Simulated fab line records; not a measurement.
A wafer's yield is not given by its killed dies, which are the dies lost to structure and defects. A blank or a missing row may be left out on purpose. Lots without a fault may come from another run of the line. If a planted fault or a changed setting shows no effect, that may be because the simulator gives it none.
The tool behind it: which one? || flow gf180mcu || route of 602 steps, sampled at 1 step: 12 lots, 36 wafers

== WHAT EACH GAUGE READ, for each wafer ==
GF_V2_BOW_MEAS_05.
{"lot": "L075", "measured": "day 19 23:11", "on": "film-metro-01", "V2_BOW (um)": "111 111 97"}
{"lot": "L077", "measured": "day 21 01:21", "on": "film-metro-03", "V2_BOW (um)": "109 106 112"}
{"lot": "L079", "measured": "day 22 00:00", "on": "film-metro-01", "V2_BOW (um)": "97 91 93"}
{"lot": "L081", "measured": "day 22 20:41", "on": "film-metro-01", "V2_BOW (um)": "97 91 86"}
{"lot": "L083", "measured": "day 23 03:25", "on": "film-metro-01", "V2_BOW (um)": "98 85 92"}
{"lot": "L085", "measured": "day 24 04:04", "on": "film-metro-02", "V2_BOW (um)": "96 109 110"}
{"lot": "L087", "measured": "day 24 13:01", "on": "film-metro-02", "V2_BOW (um)": "93 102 102"}
{"lot": "L089", "measured": "day 25 07:31", "on": "film-metro-02", "V2_BOW (um)": "112 116 119"}
{"lot": "L091", "measured": "day 26 02:05", "on": "film-metro-03", "V2_BOW (um)": "97 89 99"}
{"lot": "L093", "measured": "day 26 10:00", "on": "film-metro-01", "V2_BOW (um)": "104 108 106"}
{"lot": "L095", "measured": "day 27 03:47", "on": "film-metro-01", "V2_BOW (um)": "109 99 99"}
{"lot": "L097", "measured": "day 27 23:56", "on": "film-metro-01", "V2_BOW (um)": "93 97 96"}

== WHICH TOOL RAN EACH LOT (tool, then ch and the chambers of the sampled wafers, then the start) ==
There is no process step in the record ahead of these readings.

== THE ANSWER, worked out from the rows above alone ==
Rule: the lots themselves supply what counts as usual. Put in order of their means at a reading, lots are off if they are a third of the lots or fewer, leave a main group of 4 or more, and stand apart from it by a gap of 3 or more times the standard deviation of the main group's means; of several such gaps the widest counts. The tables above print the reading to a certain number of digits; a main group whose means all agree to those digits is not used. A lot without any number at a reading at which 4 lots or more have one is off too. Where the step has rows for the other lots, those lots are counted as sound.
No lot is off at any reading shown: from this, nothing can be told.

== WHAT THE SIMULATOR HAD INSERTED ==
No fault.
